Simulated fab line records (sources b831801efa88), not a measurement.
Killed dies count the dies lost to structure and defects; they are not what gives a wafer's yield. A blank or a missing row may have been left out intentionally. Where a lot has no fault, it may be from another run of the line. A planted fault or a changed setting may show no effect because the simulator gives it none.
Comparing a struck lot with a sound one / flow gf180mcu / 21 out of 602 route steps
Sound: wafers L749.2, L749.3, L749.5. Wafers L756.2, L756.3, L756.4 were the ones struck. The cause comes at the end.
At each step with rows: each side's tool, then ch and its chambers, then its first start. Under that, the readings that differ: sound wafers / struck wafers / difference of the means / sigmas: that difference in standard deviations of wafers without a fault.
alike: readings whose means differ by less than 2 such deviations, and words and numbers that are the same on both sides. not compared: withheld readings, readings that some wafer has no value for, bounds like >300 that may hide the same value, and numbers for which the record gives no deviation and whose values overlap.
The two part at a step that has a row with sigmas, a row that says differs or no value, or rows on one side only. Numbers that don't overlap but have no deviation are shown without sigmas and don't part them. A reading missing from all wafers of one side parts the sides only when that side holds two or more wafers.

GF_V2_THK_MEAS_25: measures by xrf.
  sound: film-metro-02 at day 22 00:12; struck: film-metro-02 at day 24 23:40
  alike: V2_W_THK
then, 1 step without rows for these wafers: GF_V2_CMP_26 (polishes, stops on SiO2, t overpolish 15 s, target thk 0 nm).
GF_M3_SPUTTER_00: material Ti, target thk 37.5 nm, time 150 s.
  sound: pvd-sputter-04 at day 22 00:34; struck: pvd-sputter-01 at day 25 00:01
  alike: cathode-dc-power-W, throttle-valve-pct
GF_M3_SPUTTER_01: material TiN, target thk 30 nm, time 25 s.
  sound: pvd-sputter-04 at day 22 00:40; struck: pvd-sputter-01 at day 25 00:07
  alike: cathode-dc-power-W, throttle-valve-pct
then, 1 step without rows for these wafers: GF_M3_SPUTTER_02 (material AlCu, target thk 450 nm, time 23.9 s).
GF_M3_SPUTTER_03: material Ti, target thk 10 nm, time 6.366 s.
  sound: pvd-sputter-04 at day 22 00:43; struck: pvd-sputter-01 at day 25 00:10
  alike: cathode-dc-power-W, throttle-valve-pct
GF_M3_SPUTTER_04: material TiN, target thk 50 nm, time 41.7 s.
  sound: pvd-sputter-04 at day 22 00:44; struck: pvd-sputter-01 at day 25 00:11
  alike: cathode-dc-power-W, throttle-valve-pct
GF_M3_RS_MEAS_05: measurement is done with a four-point probe.
  sound: film-metro-03 at day 22 00:48; struck: film-metro-03 at day 25 00:15
  alike: M3_ALCU_RS
GF_M3_THK_MEAS_06: measures by xrf.
  sound: film-metro-03 at day 22 00:55; struck: film-metro-03 at day 25 00:22
  alike: M3_ALCU_THK
then, 3 steps without rows for these wafers: GF_M3_DEHYDRATE_07 (time 60 s); GF_M3_HMDS_08 (prime time 60 s); GF_M3_COAT_09 (resist thk 1000 nm).
GF_M3_SOFTBAKE_10: time 60 s.
  sound on litho-track-01 ch 0, day 22 12:22; struck on litho-track-03 ch 0, day 25 11:22
reading=heater-power-total-W (W); sound=93.00 93.06 93.07; struck=91.16 91.28 91.35; difference=-1.78; sigmas=-31
reading=plate-temp-C (C); sound=130.28 130.11 129.98; struck=128.05 128.05 128.04; difference=-2.08; sigmas=-15
then, 3 steps without rows for these wafers: GF_M3_EXPOSE_11 (exposes mask Metal3, target cd 280 nm); GF_M3_PEB_12 (peb time 90 s); GF_M3_DEVELOP_13 (develop time 60 s).
GF_M3_CD_MEAS_14: target cd 280 nm.
  sound: cd-sem-02 at day 22 23:49; struck: cd-sem-01 at day 25 22:07
reading=cd-nm (nm); sound=280.3 279.5 281.0; struck=286.2 285.5 286.2; difference=+5.7; sigmas=+5
GF_M3_OVL_MEAS_15:
  sound: overlay-01 at day 22 23:55; struck: overlay-01 at day 25 22:13
  alike: M3_OVL
GF_M3_METAL_ETCH_16: etches the open film in Cl2/BCl3, stops on SiO2, target depth 627.5 nm, time 104.6 s.
  sound on rie-metal-02 ch 0,1, day 22 23:57; struck on rie-metal-01 ch 0,1, day 25 22:14
reading=model.M3.cd-nm (nm); sound=279.7 277.3 275.9; struck=285.6 281.1 287.9; difference=+7.2; sigmas=
  alike: drypump-motor-current-A, oes-product-au, throttle-valve-pct
  not compared: rf-hours-counter-h
GF_M3_STRIP_17: strips in O2/N2.
  sound on plasma-asher-03 ch 0,1, day 23 00:04; struck on plasma-asher-01 ch 0,1, day 25 22:22
reading=strip-time-to-endpoint-s (s); sound=7.83 7.80 7.82; struck=7.93 7.93 7.88; difference=+0.10; sigmas=+2
  alike: drypump-motor-current-A, heater-power-w, oes-product-au
  not compared: rf-hours-counter-h
-- the record jumps here: 7 days lie between the struck wafers' starts before and after (it left off in module M3 and takes up again in module PASSIVATION, whose first step shown is number 602 of the route) --
GF_PASSIVATION_PROBE_99:
  the record has rows for the struck wafers here (prober-01, day 32 17:06) and none for the sound ones

## WHERE THEY PART
First at GF_M3_SOFTBAKE_10; last, within this record, at GF_PASSIVATION_PROBE_99.

WHY: the cause the simulator had injected
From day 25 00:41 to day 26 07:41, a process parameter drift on litho-track-03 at GF_M3_SOFTBAKE_10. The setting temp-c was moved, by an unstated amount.
